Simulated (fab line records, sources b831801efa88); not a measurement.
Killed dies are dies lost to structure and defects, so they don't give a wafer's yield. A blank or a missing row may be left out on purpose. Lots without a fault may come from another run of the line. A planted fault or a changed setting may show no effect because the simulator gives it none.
fab line records | flow gf180mcu
record lots=5 wafers=15 last_day=34
route steps=602 shown V4@488 MIM@503
lots that met no fault: from a run of the same line without faults
start_h: hours from the record's first day to the start of the lot's first wafer shown | wait_h: hours since the lot's step before | " the same as in the row above | L1.1+2: a row that stands for several wafers | - no value, or no start given | * or withheld: withheld | < > ~ a bound
route shown NAME@n: a module of which the file shows steps, and the number in the route of the first | usual: mean/standard deviation of fault-free wafers | same: alike in all rows | chamber/n: place in a boat | sites: the reading at each site | _std_site: their standard deviation | _edge_site: outer sites' mean less inner sites' | radius_mm: how far each site lies from the wafer's centre | mask NAME#n: copy n | behind: the tool/chamber that last shaped the wafer | hold: why the lot was held/for how many hours/how that ended | device: the transistor (n, p or np) that didn't switch | end of line: the same wafers' tests at the end of the route | a step without rows: its recipe alone | killed: dies lost to structure and defects at the first sort, not the wafer's yield | map: a wafer's dies, x killed, . not, _ none there
set.NAME: the setting as run; set.NAME@STEP: as run at that earlier step | model.NAME: the simulator's own value behind a step, which no gauge read
lots at some steps of the route; a table a step, a row a wafer
services: from which hour (start_h, from the record's first day; less than 0 if before it) a tool's chamber was out of use, for how many hours, and why
## steps
# step GF_V4_PEB_12
# recipe peb_temp_c=135 peb_time_s=90 resist=KrF
# usual exhaust_pa=45.2/0.99
# columns lot.wafer tool chamber start_h wait_h exhaust_pa
L078.4 litho_track-03 0 - - 44.7
L078.5 " 0 " " 46.2
L078.6 " 0 " " 45.3
L080.1 litho_track-02 0 - - 45.6
L080.3 " 0 " " 46.5
L080.5 " 0 " " 44.8
L083.2 litho_track-03 0 - - 46.7
L083.4 " 0 " " 45.9
L083.6 " 0 " " 45.9
L087.1 litho_track-01 0 - - 45.3
L087.2 " 0 " " 44.7
L087.4 " 0 " " 44.9
L096.1 litho_track-01 0 - - 44.9
L096.4 " 0 " " 43.0
L096.6 " 0 " " 45.1
# step GF_V4_DEVELOP_13
# recipe develop_time_s=60 resist=KrF dev_temp_c=21
# usual developer_temp_C=20.98/0.12 exhaust_pa=44.9/0.87
# columns lot.wafer tool chamber start_h wait_h developer_temp_C exhaust_pa
L078.4 litho_track-03 0 598.62 0.1 20.79 45.0
L078.5 " 0 " " 21.08 45.9
L078.6 " 0 " " 21.06 45.6
L080.1 litho_track-02 0 613.39 0.2 20.83 44.3
L080.3 " 0 " " 20.70 44.2
L080.5 " 0 " " 20.79 44.6
L083.2 litho_track-03 0 630.42 0.2 21.09 44.3
L083.4 " 0 " " 21.08 44.9
L083.6 " 0 " " 21.05 45.4
L087.1 litho_track-01 0 663.85 0.2 21.17 44.9
L087.2 " 0 " " 21.04 44.0
L087.4 " 0 " " 20.94 44.5
L096.1 litho_track-01 0 717.55 0.2 20.80 44.2
L096.4 " 0 " " 20.75 44.5
L096.6 " 0 " " 20.85 44.5
# step GF_V4_CD_MEAS_14
# recipe target_cd_nm=260
# usual cd_nm=260.2/1.2
# columns lot.wafer tool chamber start_h wait_h cd_nm
L078.4 cd_sem-02 - 598.76 0.1 259.8
L078.5 " - " " 260.5
L078.6 " - " " 259.4
L080.1 cd_sem-01 - 613.54 0.1 261.1
L080.3 " - " " 260.5
L080.5 " - " " 261.4
L083.2 cd_sem-01 - 630.57 0.1 261.8
L083.4 " - " " 260.4
L083.6 " - " " 260.0
L087.1 cd_sem-01 - 664.00 0.1 259.0
L087.2 " - " " 260.0
L087.4 " - " " 259.2
L096.1 cd_sem-01 - 717.70 0.1 257.5
L096.4 " - " " 258.7
L096.6 " - " " 256.9
# step GF_V4_OVL_MEAS_15
# usual V4_OVL=-4/5.8
# columns lot.wafer tool chamber start_h wait_h V4_OVL[nm]
L078.4 overlay-02 - 598.84 0.1 1
L078.5 " - " " -5
L078.6 " - " " 1
L080.1 overlay-01 - 613.66 0.1 -1
L080.3 " - " " 0
L080.5 " - " " -1
L083.2 overlay-02 - 630.68 0.1 -2
L083.4 " - " " 1
L083.6 " - " " -8
L087.1 overlay-01 - 664.12 0.1 -9
L087.2 " - " " -8
L087.4 " - " " -12
L096.1 overlay-01 - 717.82 0.1 7
L096.4 " - " " 8
L096.6 " - " " 3
# step GF_V4_ETCH_16
# recipe chemistry=N2/H2 target_depth_a=withheld overetch_a=withheld time_s=withheld target=BARC ion_energy_ev=200 source_w=500 bias_w=100 pressure_mtorr=30 n2_flow_sccm=100 h2_flow_sccm=200
# usual drypump_motor_current_A=5.8/0.36 oes_product_au=0.855/0.0048 throttle_valve_pct=13.223/0.009
# columns lot.wafer tool chamber start_h wait_h drypump_motor_current_A oes_product_au throttle_valve_pct
L078.4 rie_diel-02 2 598.86 0.0 5.7 0.851 13.219
L078.5 " 1 " " 5.8 0.856 13.226
L078.6 " 2 " " 5.7 0.860 13.221
L080.1 rie_diel-04 2 613.70 0.0 5.5 0.852 13.225
L080.3 " 3 " " 5.9 0.850 13.232
L080.5 " 0 " " 6.1 0.840 13.212
L083.2 rie_diel-02 0 630.71 0.0 6.1 0.861 13.223
L083.4 " 1 " " 5.8 0.846 13.224
L083.6 " 0 " " 6.1 0.851 13.222
L087.1 rie_diel-03 1 664.16 0.0 5.4 0.856 13.219
L087.2 " 3 " " 5.5 0.855 13.224
L087.4 " 0 " " 5.6 0.857 13.220
L096.1 rie_diel-03 2 717.85 0.0 5.0 0.856 13.239
L096.4 " 0 " " 5.6 0.856 13.221
L096.6 " 0 " " 5.6 0.855 13.209
# step GF_V4_ETCH_17
# recipe chemistry=C4F8/O2/Ar mask_material=KrF target=SiO2 stop_on=TiN source_w=1500 bias_w=1200 pressure_mtorr=40 c4f8_flow_sccm=withheld O2_flow_sccm=6 Ar_flow_sccm=300 time_s=withheld target_depth_a=6300
# usual oes_product_au=0.855/0.0047
# columns lot.wafer tool chamber start_h wait_h oes_product_au
L078.4 rie_diel-02 2 - - 0.866
L078.5 " 1 " " 0.861
L078.6 " 2 " " 0.854
L080.1 rie_diel-04 2 - - 0.851
L080.3 " 3 " " 0.853
L080.5 " 0 " " 0.856
L083.2 rie_diel-02 0 - - 0.855
L083.4 " 1 " " 0.860
L083.6 " 0 " " 0.851
L087.1 rie_diel-03 1 - - 0.845
L087.2 " 3 " " 0.864
L087.4 " 0 " " 0.851
L096.1 rie_diel-03 2 - - 0.855
L096.4 " 0 " " 0.855
L096.6 " 0 " " 0.844
# step GF_V4_STRIP_18
# recipe chemistry=O2/N2 power_w=1400 pressure_mtorr=1500 platen_temp_c=250 o2_flow_sccm=3000 n2_flow_sccm=300 overash_fraction=0.5
# usual drypump_motor_current_A=5.9/0.53 heater_power_w=311/44 oes_product_au=0.593/0.0052
# columns lot.wafer tool chamber start_h wait_h drypump_motor_current_A heater_power_w oes_product_au rf_hours_counter_h
L078.4 plasma_asher-02 1 599.02 - 5.6 311 0.601 -
L078.5 " 0 " " 6.4 281 0.594 -
L078.6 " 1 " " 5.7 306 0.590 -
L080.1 plasma_asher-01 1 613.83 - 4.7 270 0.599 103
L080.3 " 1 " " 4.8 285 0.590 -
L080.5 " 0 " " 5.6 419 0.603 -
L083.2 plasma_asher-04 0 630.83 - 5.9 272 0.596 18
L083.4 " 0 " " 5.8 277 0.595 -
L083.6 " 1 " " 6.5 335 0.590 -
L087.1 plasma_asher-02 1 664.28 - 5.6 303 0.594 87
L087.2 " 0 " " 6.4 289 0.591 87
L087.4 " 0 " " 6.4 282 0.596 -
L096.1 plasma_asher-04 1 717.98 - 6.4 333 0.586 29
L096.4 " 1 " " 6.4 338 0.596 -
L096.6 " 1 " " 6.4 331 0.581 -
# step GF_V4_STRIP_19
# recipe chemistry=post_etch_residue_remover time_s=1200 temp_c=72.5
# usual bath_guard_temp_C=72.6/0.44 bath_heat_duty_pct=14.7/2.1
# columns lot.wafer tool chamber start_h wait_h bath_guard_temp_C bath_heat_duty_pct
L078.4 wet_bench-04 1 599.08 0.0 72.6 12.9
L078.5 " 1 " " 73.5 12.5
L078.6 " 1 " " 72.8 12.2
L080.1 wet_bench-03 1 613.93 0.1 72.7 14.6
L080.3 " 1 " " 72.8 13.8
L080.5 " 1 " " 72.2 14.9
L083.2 wet_bench-03 0 630.93 0.1 73.4 13.0
L083.4 " 0 " " 73.5 13.5
L083.6 " 0 " " 73.6 14.2
L087.1 wet_bench-01 3 664.38 0.1 72.5 17.0
L087.2 " 3 " " 72.3 17.2
L087.4 " 3 " " 72.6 18.8
L096.1 wet_bench-04 0 718.08 0.1 73.0 14.0
L096.4 " 0 " " 73.0 12.9
L096.6 " 0 " " 72.8 14.6
# step GF_V4_CLEAN_20
# recipe chemistry=DIW dry=n2_spin
# columns lot.wafer tool chamber start_h wait_h
L078.4+5+6 wet_bench-01 1 599.43 0.0
L080.1+3+5 wet_bench-04 1 614.27 0.0
L083.2+4+6 wet_bench-04 0 631.28 0.0
L087.1+2+4 wet_bench-04 3 664.76 0.0
L096.1+4+6 wet_bench-03 1 718.46 0.0
# step GF_V4_SPUTTER_21
# recipe material=Ti target_thk_nm=15 chamber_pressure_pa=5 power_w=2500 substrate_temp_c=200 time_s=80.02
# usual throttle_valve_pct=30.5/1.2
# columns lot.wafer tool chamber start_h wait_h throttle_valve_pct
L078.4 pvd_sputter-04 - 599.52 0.0 28.7
L078.5 " - " " 30.3
L078.6 " - " " 29.8
L080.1 pvd_sputter-04 - 614.37 0.0 31.9
L080.3 " - " " 30.1
L080.5 " - " " 31.9
L083.2 pvd_sputter-04 - 631.37 0.0 31.5
L083.4 " - " " 28.8
L083.6 " - " " 29.5
L087.1 pvd_sputter-01 - 664.85 0.0 31.3
L087.2 " - " " 32.9
L087.4 " - " " 29.6
L096.1 pvd_sputter-01 - 718.56 0.0 31.5
L096.4 " - " " 29.6
L096.6 " - " " 32.7
# step GF_V4_SPUTTER_22
# recipe material=TiN target_thk_nm=10 chamber_pressure_pa=5 power_w=4000 time_s=40
# usual throttle_valve_pct=30.5/1.2
# columns lot.wafer tool chamber start_h wait_h throttle_valve_pct
L078.4 pvd_sputter-04 - 599.58 0.0 28.7
L078.5 " - " " 30.4
L078.6 " - " " 29.5
L080.1 pvd_sputter-04 - 614.43 0.0 32.0
L080.3 " - " " 30.4
L080.5 " - " " 31.6
L083.2 pvd_sputter-04 - 631.43 0.0 31.8
L083.4 " - " " 28.8
L083.6 " - " " 29.5
L087.1 pvd_sputter-01 - 664.91 0.0 31.2
L087.2 " - " " 32.5
L087.4 " - " " 29.6
L096.1 pvd_sputter-01 - 718.62 0.0 31.2
L096.4 " - " " 29.6
L096.6 " - " " 32.6
# step GF_V4_CVD_23
# recipe material=W target_thk_nm=350 time_s=104.9 temp_c=400 pressure_torr=40
# usual heater_power_w=811/20
# columns lot.wafer tool chamber start_h wait_h heater_power_w since_wet_clean_h
L078.4 cvd_w-02 1 599.66 0.1 815 -
L078.5 " 1 " " 820 -
L078.6 " 0 " " 837 -
L080.1 cvd_w-01 0 614.47 0.0 827 210
L080.3 " 0 " " 828 -
L080.5 " 1 " " 760 -
L083.2 cvd_w-01 1 631.47 0.0 780 227
L083.4 " 0 " " 801 -
L083.6 " 1 " " 749 -
L087.1 cvd_w-02 1 664.95 0.0 798 761
L087.2 " 0 " " 825 761
L087.4 " 0 " " 819 -
L096.1 cvd_w-02 1 718.66 0.0 820 815
L096.4 " 0 " " 805 -
L096.6 " 0 " " 838 -
# step GF_V4_RS_MEAS_24
# recipe thk_meas_gauge=four-point-probe reads=W_of_V4_CVD_23+TiN_of_V4_SPUTTER_22+Ti_of_V4_SPUTTER_21
# usual V4_W_RS=0.326/0.0046
# columns lot.wafer tool chamber start_h wait_h V4_W_RS[ohm/sq]
L078.4 film_metro-01 - 599.79 0.1 0.322
L078.5 " - " " 0.323
L078.6 " - " " 0.327
L080.1 film_metro-04 - 614.58 0.1 0.327
L080.3 " - " " 0.327
L080.5 " - " " 0.329
L083.2 film_metro-01 - 631.60 0.1 0.330
L083.4 " - " " 0.327
L083.6 " - " " 0.328
L087.1 film_metro-04 - 665.06 0.1 0.317
L087.2 " - " " 0.320
L087.4 " - " " 0.323
L096.1 film_metro-01 - 718.77 0.1 0.322
L096.4 " - " " 0.322
L096.6 " - " " 0.321
# step GF_V4_THK_MEAS_25
# recipe thk_meas_gauge=xrf reads=W_of_V4_CVD_23
# usual V4_W_THK=346/6.6
# columns lot.wafer tool chamber start_h wait_h V4_W_THK[nm]
L078.4 film_metro-01 - 599.88 0.1 350
L078.5 " - " " 346
L078.6 " - " " 344
L080.1 film_metro-04 - 614.70 0.1 347
L080.3 " - " " 349
L080.5 " - " " 347
L083.2 film_metro-01 - 631.71 0.1 341
L083.4 " - " " 345
L083.6 " - " " 343
L087.1 film_metro-04 - 665.18 0.1 358
L087.2 " - " " 354
L087.4 " - " " 352
L096.1 film_metro-01 - 718.89 0.1 350
L096.4 " - " " 350
L096.6 " - " " 349
# step GF_V4_CMP_26
# recipe stop_on=SiO2 down_force_psi=3.5 platen_rpm=60 t_overpolish_s=15 target_thk_nm=0 pad_velocity_m_s=0.94248
# usual edge_zone_pressure_frac=1.000/0.005 motor_current_A=11.5/0.68 overpolish_run_s=14.999/0.0094 time_to_endpoint_s=83/3.6
# columns lot.wafer tool chamber start_h wait_h edge_zone_pressure_frac motor_current_A overpolish_run_s time_to_endpoint_s
L078.4 cmp-01 2 600.09 0.2 1.007 11.8 15.005 84
L078.5 " 0 " " 1.001 12.2 15.026 82
L078.6 " 1 " " 0.990 12.1 14.992 81
L080.1 cmp-02 3 614.86 0.1 1.000 11.3 15.004 82
L080.3 " 0 " " 1.004 10.3 14.997 83
L080.5 " 1 " " 1.000 11.8 15.000 84
L083.2 cmp-01 0 631.86 0.1 1.010 11.8 14.980 80
L083.4 " 1 " " 1.003 12.5 15.002 83
L083.6 " 2 " " 1.001 11.6 15.019 80
L087.2 cmp-01 3 665.33 0.1 1.000 11.4 15.004 80
L087.4 " 1 " " 0.998 12.7 15.012 86
L087.1 " 2 " " 0.995 11.8 14.998 85
L096.1 cmp-01 2 719.05 0.1 1.001 12.1 14.988 86
L096.4 " 3 " " 0.989 11.7 14.991 81
L096.6 " 1 " " 1.000 11.7 14.974 91
# step GF_MIM_SPUTTER_00
# recipe material=Ti target_thk_nm=37.5 arriving_ion_energy_ev=80 substrate_temp_c=200 chamber_pressure_pa=2.089 power_w=4000 time_s=150
# usual throttle_valve_pct=30.0/1
# columns lot.wafer tool chamber start_h wait_h throttle_valve_pct
L078.4 pvd_sputter-03 - 600.29 0.1 29.4
L078.5 " - " " 28.6
L078.6 " - " " 29.1
L080.1 pvd_sputter-04 - 615.06 0.1 31.9
L080.3 " - " " 30.2
L080.5 " - " " 31.7
L083.2 pvd_sputter-04 - 632.06 0.1 30.1
L083.4 " - " " 28.9
L083.6 " - " " 29.5
L087.1 pvd_sputter-02 - 665.63 0.1 29.4
L087.2 " - " " 29.5
L087.4 " - " " 31.3
L096.1 pvd_sputter-02 - 719.25 0.1 31.2
L096.4 " - " " 31.5
L096.6 " - " " 30.1
# step GF_MIM_SPUTTER_01
# recipe material=TiN target_thk_nm=30 power_w=6500 time_s=25 chamber_pressure_pa=0.4
# usual throttle_valve_pct=30.0/1
# columns lot.wafer tool chamber start_h wait_h throttle_valve_pct
L078.4 pvd_sputter-03 - 600.39 0.1 29.4
L078.5 " - " " 28.4
L078.6 " - " " 29.1
L080.1 pvd_sputter-04 - 615.16 0.1 31.7
L080.3 " - " " 29.9
L080.5 " - " " 31.6
L083.2 pvd_sputter-04 - 632.16 0.1 30.2
L083.4 " - " " 28.8
L083.6 " - " " 29.5
L087.1 pvd_sputter-02 - 665.73 0.1 29.2
L087.2 " - " " 29.8
L087.4 " - " " 31.5
L096.1 pvd_sputter-02 - 719.36 0.1 31.3
L096.4 " - " " 31.2
L096.6 " - " " 29.8
# step GF_MIM_SPUTTER_02
# recipe material=AlCu target_thk_nm=450 power_w=10600 time_s=23.9 chamber_pressure_pa=0.4
# usual throttle_valve_pct=30.0/1
# columns lot.wafer tool chamber start_h wait_h throttle_valve_pct
L078.4 pvd_sputter-03 - 600.42 0.0 29.2
L078.5 " - " " 28.2
L078.6 " - " " 29.4
L080.1 pvd_sputter-04 - 615.19 0.0 31.7
L080.3 " - " " 30.3
L080.5 " - " " 31.9
L083.2 pvd_sputter-04 - 632.19 0.0 30.0
L083.4 " - " " 28.6
L083.6 " - " " 29.6
L087.1 pvd_sputter-02 - 665.76 0.0 29.4
L087.2 " - " " 29.9
L087.4 " - " " 31.3
L096.1 pvd_sputter-02 - 719.39 0.0 31.3
L096.4 " - " " 31.3
L096.6 " - " " 29.8
# step GF_MIM_SPUTTER_03
# recipe material=Ti target_thk_nm=10 substrate_temp_c=300 chamber_pressure_pa=0.3 power_w=3000 time_s=6.7
# usual throttle_valve_pct=30.0/1
# columns lot.wafer tool chamber start_h wait_h throttle_valve_pct
L078.4 pvd_sputter-03 - 600.45 0.0 29.3
L078.5 " - " " 28.7
L078.6 " - " " 28.9
L080.1 pvd_sputter-04 - 615.22 0.0 31.8
L080.3 " - " " 30.5
L080.5 " - " " 31.9
L083.2 pvd_sputter-04 - 632.22 0.0 30.3
L083.4 " - " " 29.0
L083.6 " - " " 29.6
L087.1 pvd_sputter-02 - 665.79 0.0 29.6
L087.2 " - " " 29.9
L087.4 " - " " 31.3
L096.1 pvd_sputter-02 - 719.42 0.0 31.1
L096.4 " - " " 31.5
L096.6 " - " " 29.9
# step GF_MIM_SPUTTER_04
# recipe material=TiN target_thk_nm=50 power_w=6500 time_s=41.7 chamber_pressure_pa=0.4
# usual throttle_valve_pct=30.0/1
# columns lot.wafer tool chamber start_h wait_h throttle_valve_pct
L078.4 pvd_sputter-03 - 600.47 0.0 29.2
L078.5 " - " " 28.4
L078.6 " - " " 29.1
L080.1 pvd_sputter-04 - 615.24 0.0 31.8
L080.3 " - " " 30.2
L080.5 " - " " 31.7
L083.2 pvd_sputter-04 - 632.24 0.0 29.8
L083.4 " - " " 28.9
L083.6 " - " " 29.2
L087.1 pvd_sputter-02 - 665.81 0.0 29.6
L087.2 " - " " 29.9
L087.4 " - " " 31.6
L096.1 pvd_sputter-02 - 719.44 0.0 31.2
L096.4 " - " " 31.4
L096.6 " - " " 29.9
# step GF_MIM_CVD_05
# recipe material=Si3N4 target_thk_nm=42 temp_max_c=400 temp_c=385 time_s=29.086 rf_w=450
# usual heater_power_w=645/100
# columns lot.wafer tool chamber start_h wait_h heater_power_w since_wet_clean_h
L078.4 pecvd-04 1 600.53 0.0 674 -
L078.5 " 0 " " 551 -
L078.6 " 2 " " 717 -
L080.1 pecvd-01 0 615.28 0.0 579 441
L080.3 " 1 " " 693 441
L080.5 " 1 " " 690 -
L083.2 pecvd-04 2 632.28 0.0 834 666
L083.4 " 1 " " 670 -
L083.6 " 2 " " 836 -
L087.1 pecvd-04 0 665.85 0.0 524 699
L087.2 " 2 " " 798 699
L087.4 " 1 " " 651 -
L096.1 pecvd-01 0 719.49 0.0 546 545
L096.4 " 0 " " 549 -
L096.6 " 2 " " 557 -
# step GF_MIM_THK_MEAS_06
# recipe reads=Si3N4_of_MIM_CVD_05
# usual MIM_CVD_05_THK=41.8/0.62
# columns lot.wafer tool chamber start_h wait_h MIM_CVD_05_THK[nm]
L078.4 film_metro-04 - 600.57 0.0 42.6
L078.5 " - " " 42.4
L078.6 " - " " 41.9
L080.1 film_metro-03 - 615.32 0.0 41.8
L080.3 " - " " 41.4
L080.5 " - " " 42.0
L083.2 film_metro-04 - 632.32 0.0 41.6
L083.4 " - " " 43.4
L083.6 " - " " 42.1
L087.1 film_metro-04 - 665.88 0.0 42.2
L087.2 " - " " 40.5
L087.4 " - " " 42.2
L096.1 film_metro-04 - 719.52 0.0 41.5
L096.4 " - " " 42.4
L096.6 " - " " 41.5
# step GF_MIM_SPUTTER_07
# recipe material=TiN target_thk_nm=60 power_w=6500 time_s=50 chamber_pressure_pa=0.4
# usual throttle_valve_pct=29.9/0.97
# columns lot.wafer tool chamber start_h wait_h throttle_valve_pct
L078.4 pvd_sputter-04 - 600.60 0.0 29.5
L078.5 " - " " 29.4
L078.6 " - " " 28.7
L080.1 pvd_sputter-02 - 615.38 0.1 31.3
L080.3 " - " " 31.3
L080.5 " - " " 31.3
L083.2 pvd_sputter-03 - 632.37 0.0 29.2
L083.4 " - " " 29.1
L083.6 " - " " 29.1
L087.1 pvd_sputter-04 - 665.94 0.1 31.9
L087.2 " - " " 29.4
L087.4 " - " " 30.2
L096.1 pvd_sputter-04 - 719.58 0.1 30.3
L096.4 " - " " 29.6
L096.6 " - " " 29.9
# step GF_MIM_SPUTTER_08
# recipe material=AlCu target_thk_nm=200 power_w=10600 time_s=10.6 chamber_pressure_pa=0.4
# usual throttle_valve_pct=29.9/0.94
# columns lot.wafer tool chamber start_h wait_h throttle_valve_pct
L078.4 pvd_sputter-04 - 600.65 0.0 29.9
L078.5 " - " " 29.5
L078.6 " - " " 28.7
L080.1 pvd_sputter-02 - 615.42 0.0 31.1
L080.3 " - " " 31.3
L080.5 " - " " 31.0
L083.2 pvd_sputter-03 - 632.42 0.0 29.3
L083.4 " - " " 29.3
L083.6 " - " " 29.1
L087.1 pvd_sputter-04 - 665.99 0.0 31.7
L087.2 " - " " 29.7
L087.4 " - " " 29.9
L096.1 pvd_sputter-04 - 719.62 0.0 30.1
L096.4 " - " " 29.3
L096.6 " - " " 30.1
# step GF_MIM_SPUTTER_09
# recipe material=TiN target_thk_nm=35 power_w=6500 time_s=29.2 chamber_pressure_pa=0.4
# usual throttle_valve_pct=29.9/0.95
# columns lot.wafer tool chamber start_h wait_h throttle_valve_pct
L078.4 pvd_sputter-04 - 600.67 0.0 29.4
L078.5 " - " " 29.2
L078.6 " - " " 29.1
L080.1 pvd_sputter-02 - 615.44 0.0 31.1
L080.3 " - " " 31.4
L080.5 " - " " 31.2
L083.2 pvd_sputter-03 - 632.44 0.0 29.2
L083.4 " - " " 29.2
L083.6 " - " " 29.3
L087.1 pvd_sputter-04 - 666.01 0.0 31.6
L087.2 " - " " 29.3
L087.4 " - " " 30.4
L096.1 pvd_sputter-04 - 719.65 0.0 30.0
L096.4 " - " " 29.3
L096.6 " - " " 30.2
# step GF_MIM_RS_MEAS_10
# recipe thk_meas_gauge=four-point-probe reads=TiN_of_MIM_SPUTTER_09+AlCu_of_MIM_SPUTTER_08+TiN_of_MIM_SPUTTER_07
# usual MIM_ALCU_RS=0.1608/0.002
# columns lot.wafer tool chamber start_h wait_h MIM_ALCU_RS[ohm/sq]
L078.4 film_metro-03 - 600.76 0.1 0.1624
L078.5 " - " " 0.1609
L078.6 " - " " 0.1602
L080.1 film_metro-02 - 615.48 0.0 0.1654
L080.3 " - " " 0.1631
L080.5 " - " " 0.1642
L083.2 film_metro-02 - 632.49 0.0 0.1559
L083.4 " - " " 0.1576
L083.6 " - " " 0.1578
L087.1 film_metro-02 - 666.04 0.0 0.1592
L087.2 " - " " 0.1598
L087.4 " - " " 0.1602
L096.1 film_metro-03 - 719.68 0.0 0.1602
L096.4 " - " " 0.1593
L096.6 " - " " 0.1602
# step GF_MIM_THK_MEAS_11
# recipe thk_meas_gauge=xrf reads=AlCu_of_MIM_SPUTTER_08
# usual MIM_ALCU_THK=197.8/2.6
# columns lot.wafer tool chamber start_h wait_h MIM_ALCU_THK[nm]
L078.4 film_metro-03 - 600.85 0.1 196.7
L078.5 " - " " 198.5
L078.6 " - " " 199.6
L080.1 film_metro-02 - 615.60 0.1 191.0
L080.3 " - " " 194.6
L080.5 " - " " 193.8
L083.2 film_metro-02 - 632.60 0.1 201.6
L083.4 " - " " 200.5
L083.6 " - " " 199.9
L087.1 film_metro-02 - 666.16 0.1 197.5
L087.2 " - " " 198.1
L087.4 " - " " 198.6
L096.1 film_metro-03 - 719.80 0.1 198.9
L096.4 " - " " 200.1
L096.6 " - " " 199.8
# step GF_MIM_DEHYDRATE_12
# recipe temp_c=200 time_s=60
# usual exhaust_pa=44.9/0.97
# columns lot.wafer tool chamber start_h wait_h exhaust_pa
L078.4 litho_track-03 0 610.77 9.9 45.1
L078.5 " 0 " " 45.3
L078.6 " 0 " " 46.0
L080.1 litho_track-03 0 624.85 9.2 46.5
L080.3 " 0 " " 44.2
L080.5 " 0 " " 44.4
L083.2 litho_track-03 0 641.97 9.4 44.7
L083.4 " 0 " " 44.5
L083.6 " 0 " " 44.1
L087.1 litho_track-02 0 675.09 8.9 43.7
L087.2 " 0 " " 44.7
L087.4 " 0 " " 45.2
L096.1 litho_track-04 0 727.45 7.6 44.4
L096.4 " 0 " " 43.6
L096.6 " 0 " " 43.8
# step GF_MIM_HMDS_13
# recipe prime_time_s=60 prime_temp_c=120
# usual exhaust_pa=45.0/0.89
# columns lot.wafer tool chamber start_h wait_h exhaust_pa
L078.4 litho_track-03 0 610.92 0.1 45.4
L078.5 " 0 " " 45.2
L078.6 " 0 " " 44.1
L080.1 litho_track-03 0 625.00 0.1 46.2
L080.3 " 0 " " 44.0
L080.5 " 0 " " 45.2
L083.2 litho_track-03 0 642.12 0.1 45.1
L083.4 " 0 " " 44.4
L083.6 " 0 " " 43.3
L087.1 litho_track-02 0 675.24 0.1 44.6
L087.2 " 0 " " 43.6
L087.4 " 0 " " 45.4
L096.1 litho_track-04 0 727.60 0.1 44.8
L096.4 " 0 " " 45.2
L096.6 " 0 " " 45.9
# step GF_MIM_COAT_14
# recipe resist=NOVOLAK spin_rpm=3000 resist_thk_nm=1000
# usual exhaust_pa=45.0/0.83
# columns lot.wafer tool chamber start_h wait_h exhaust_pa
L078.4 litho_track-03 0 611.07 0.1 46.7
L078.5 " 0 " " 45.4
L078.6 " 0 " " 45.6
L080.1 litho_track-03 0 625.15 0.1 45.8
L080.3 " 0 " " 46.0
L080.5 " 0 " " 44.9
L083.2 litho_track-03 0 642.27 0.1 45.4
L083.4 " 0 " " 44.6
L083.6 " 0 " " 45.0
L087.1 litho_track-02 0 675.39 0.1 44.7
L087.2 " 0 " " 46.8
L087.4 " 0 " " 45.5
L096.1 litho_track-04 0 727.75 0.1 44.7
L096.4 " 0 " " 45.0
L096.6 " 0 " " 45.0
# step GF_MIM_SOFTBAKE_15
# recipe temp_c=90 time_s=60 resist=NOVOLAK
# usual exhaust_pa=44.9/0.73
# columns lot.wafer tool chamber start_h wait_h exhaust_pa
L078.4 litho_track-03 0 611.22 0.1 44.4
L078.5 " 0 " " 44.2
L078.6 " 0 " " 44.5
L080.1 litho_track-03 0 625.30 0.1 44.8
L080.3 " 0 " " 45.1
L080.5 " 0 " " 45.0
L083.2 litho_track-03 0 642.42 0.1 44.6
L083.4 " 0 " " 44.7
L083.6 " 0 " " 44.9
L087.1 litho_track-02 0 675.54 0.1 44.8
L087.2 " 0 " " 45.0
L087.4 " 0 " " 44.9
L096.1 litho_track-04 0 727.90 0.1 44.8
L096.4 " 0 " " 44.9
L096.6 " 0 " " 46.5
# step GF_MIM_EXPOSE_16
# recipe mask_id=FuseTop target_cd_nm=2000 na=0.6 source_shape=conventional sigma_outer=0.6 dose_mj=140
# columns lot.wafer tool chamber start_h wait_h mask
L078.4+5+6 iline_stepper-02 0 - - FuseTop#0
L080.1+3+5 iline_stepper-02 0 - - FuseTop#0
L083.2+4+6 iline_stepper-01 0 - - FuseTop#0
L087.1+2+4 iline_stepper-01 0 - - FuseTop#0
L096.1+4+6 iline_stepper-02 0 - - FuseTop#0
# step GF_MIM_PEB_17
# recipe temp_c=withheld time_s=* resist=NOVOLAK
# usual exhaust_pa=45.2/0.76
# columns lot.wafer tool chamber start_h wait_h exhaust_pa
L078.4 litho_track-04 0 - - 44.7
L078.5 " 0 " " 44.9
L078.6 " 0 " " 44.1
L080.1 litho_track-02 0 - - 44.7
L080.3 " 0 " " 44.8
L080.5 " 0 " " 43.7
L083.2 litho_track-02 0 - - 45.9
L083.4 " 0 " " 45.3
L083.6 " 0 " " 44.4
L087.1 litho_track-04 0 - - 43.9
L087.2 " 0 " " 44.3
L087.4 " 0 " " 44.7
L096.1 litho_track-03 0 - - 45.1
L096.4 " 0 " " 45.1
L096.6 " 0 " " 45.5
# step GF_MIM_DEVELOP_18
# recipe develop_time_s=60 dev_temp_c=23
# usual developer_temp_C=22.98/0.093 exhaust_pa=45.0/0.9
# columns lot.wafer tool chamber start_h wait_h developer_temp_C exhaust_pa
L078.4 litho_track-04 0 621.38 0.1 23.11 45.3
L078.5 " 0 " " 22.97 46.4
L078.6 " 0 " " 23.02 45.6
L080.1 litho_track-02 0 635.34 0.1 23.05 45.3
L080.3 " 0 " " 22.94 45.6
L080.5 " 0 " " 23.04 44.6
L083.2 litho_track-02 0 652.02 0.1 22.94 44.3
L083.4 " 0 " " 23.00 44.4
L083.6 " 0 " " 23.17 43.7
L087.1 litho_track-04 0 685.20 0.1 22.99 45.1
L087.2 " 0 " " 22.84 44.3
L087.4 " 0 " " 22.94 44.8
L096.1 litho_track-03 0 736.30 0.1 22.93 44.4
L096.4 " 0 " " 22.93 45.1
L096.6 " 0 " " 22.91 44.7
## services
# columns tool chamber start_h hours kind
pvd_sputter-02 - 574.78 0.8 repair
cmp-01 - 575.42 3.2 repair
pecvd-04 2 578.43 16.4 repair
cvd_w-01 1 582.95 26.9 repair
rie_diel-04 1 585.87 25.0 repair
cmp-01 - 587.67 0.2 repair
pvd_sputter-02 - 598.67 3.8 repair
plasma_asher-04 - 600.24 10.6 repair
cvd_w-02 0 606.83 9.8 repair
rie_diel-03 1 609.15 7.6 repair
rie_diel-03 2 612.19 12.3 repair
rie_diel-04 2 618.64 11.4 repair
plasma_asher-04 - 624.28 3.9 repair
pvd_sputter-01 - 626.82 10.7 repair
pvd_sputter-01 - 630.27 8.2 repair
cmp-01 - 632.35 1.9 repair
rie_diel-02 - 650.76 0.3 repair
pecvd-04 - 654.47 0.6 repair
pvd_sputter-02 - 654.66 4.8 repair
pvd_sputter-04 - 660.19 4.0 repair
rie_diel-02 1 680.96 2.6 repair
cmp-01 - 682.85 1.9 repair
pvd_sputter-04 - 692.61 5.1 repair
rie_diel-02 2 701.75 5.0 repair
## key
fault none
